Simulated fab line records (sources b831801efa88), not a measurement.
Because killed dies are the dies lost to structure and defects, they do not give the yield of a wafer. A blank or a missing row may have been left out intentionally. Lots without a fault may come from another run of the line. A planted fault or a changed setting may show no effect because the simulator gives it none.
Which tool is to blame?	flow sky130	14 lots, 42 wafers sampled, at 2 steps of a route of 708

WHAT THE GAUGES READ, wafer by wafer
SKY_CAPM_THK_MEAS_01.
lot	measured	on	CAPM_CVD_00_THK (nm)
L802	day 36 09:04	filmMetro-04	15.34 15.68 15.83
L803	day 37 02:26	filmMetro-04	15.66 15.42 15.74
L805	day 37 15:45	filmMetro-03	14.71 15.18 15.29
L804	day 37 20:28	filmMetro-03	15.82 15.54 15.78
L806	day 38 04:31	filmMetro-03	15.18 15.38 15.40
L810	day 39 03:43	filmMetro-01	15.69 15.59 15.52
L812	day 39 23:20	filmMetro-03	16.03 15.96 16.20 16.07 15.95 16.29
L813	day 41 02:18	filmMetro-04	15.89 16.08 16.40
L815	day 41 05:25	filmMetro-04	15.36 15.41 15.13
L818	day 41 07:59	filmMetro-03	14.80 15.18 15.32
L819	day 41 13:15	filmMetro-04	15.22 15.38 15.08
L820	day 42 01:48	filmMetro-04	15.28 15.53 15.39
L823	day 42 14:34	filmMetro-04	15.23 15.26 15.51
L824	day 43 02:09	filmMetro-03	15.00 15.29 15.13

WHAT TOOL EACH LOT RAN ON (gives the tool, then ch and the chambers of the sampled wafers, and finally the start)
lot	SKY_CAPM_CVD_00
L802	pecvd-03 ch 1,2, day 36 09:01
L803	pecvd-04 ch 1,2, day 37 02:25
L805	pecvd-01 ch 1,2, day 37 15:43
L804	pecvd-03 ch 0,1, day 37 20:26
L806	pecvd-01 ch 0,2, day 38 04:29
L810	pecvd-03 ch 0,1,2, day 39 03:40
L812	pecvd-03 ch 1,2, day 39 23:19
L813	pecvd-03 ch 0,1,2, day 41 02:16
L815	pecvd-01 ch 0,1,2, day 41 05:23
L818	pecvd-01 ch 1,2, day 41 07:58
L819	pecvd-01 ch 1,2, day 41 13:13
L820	pecvd-04 ch 1,2, day 42 01:46
L823	pecvd-04 ch 0,2, day 42 14:33
L824	pecvd-01 ch 0,1, day 43 02:07
- SKY_CAPM_CVD_00: deposits SiO2, target thk 15.5 nm.

WHAT THE TOOLS THEMSELVES READ (means of the sampled wafers that have a number; where no wafer has one, the mark that the record gives instead)
SKY_CAPM_CVD_00.
lot	tool	heaterPowerW (W)	rfFwdPowerW (W)
L802	pecvd-03	640	441.7
L803	pecvd-04	743	438.7
L805	pecvd-01	605	441.5
L804	pecvd-03	639	444.0
L806	pecvd-01	595	443.3
L810	pecvd-03	715	441.4
L812	pecvd-03	594	514.0
L813	pecvd-03	654	513.1
L815	pecvd-01	580	440.8
L818	pecvd-01	537	440.2
L819	pecvd-01	569	441.1
L820	pecvd-04	736	439.1
L823	pecvd-04	692	440.9
L824	pecvd-01	528	442.6

THE ANSWER, worked out from the rows above alone
Rule: the lots themselves supply what counts as usual. The widest of any qualifying gaps counts: lots, ordered by their means at a reading, are off when they make up no more than a third of the lots, leave a main group of 4 or more, and stand apart from it by 3 or more times the standard deviation of that group's means. A main group whose means are all the same, to the digits that the tables above print for the reading, isn't used. A lot without any number at a reading at which 4 lots or more have one is off too. Any other lot the step has rows for is counted as sound. Order of review: gauges by route order, followed by the tools' own readings, for which a lot's mean as printed above is used. The first step at which some lot is off is used, and at that step the reading that is off furthest; a lot without a number counts as furthest.
Off: L812, L813, at SKY_CAPM_CVD_00 (rfFwdPowerW). Main group: mean 441.3 W, sd 1.5.
A tool fits if, at that step or a process step before it, it ran every lot that is off, and no sound lot after the first of them. One fits: pecvd-03 at SKY_CAPM_CVD_00. Its last sound lot is L810 (day 39 03:40), its first lot that is off L812 (day 39 23:19): a fault that began between those two fits.
On the lots that are off, the tool's own readings at SKY_CAPM_CVD_00 differ by more than 5 times the standard deviation of the sound lots' means, which bears it out; rfFwdPowerW reads 513.5 W there versus 441.3 W on the sound lots.

WHAT THE SIMULATOR HAD PUT IN
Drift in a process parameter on pecvd-03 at SKY_CAPM_CVD_00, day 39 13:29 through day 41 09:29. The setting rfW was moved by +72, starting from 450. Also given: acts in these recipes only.
Shown lots that were struck: L812, L813. The rule above reached the same finding.
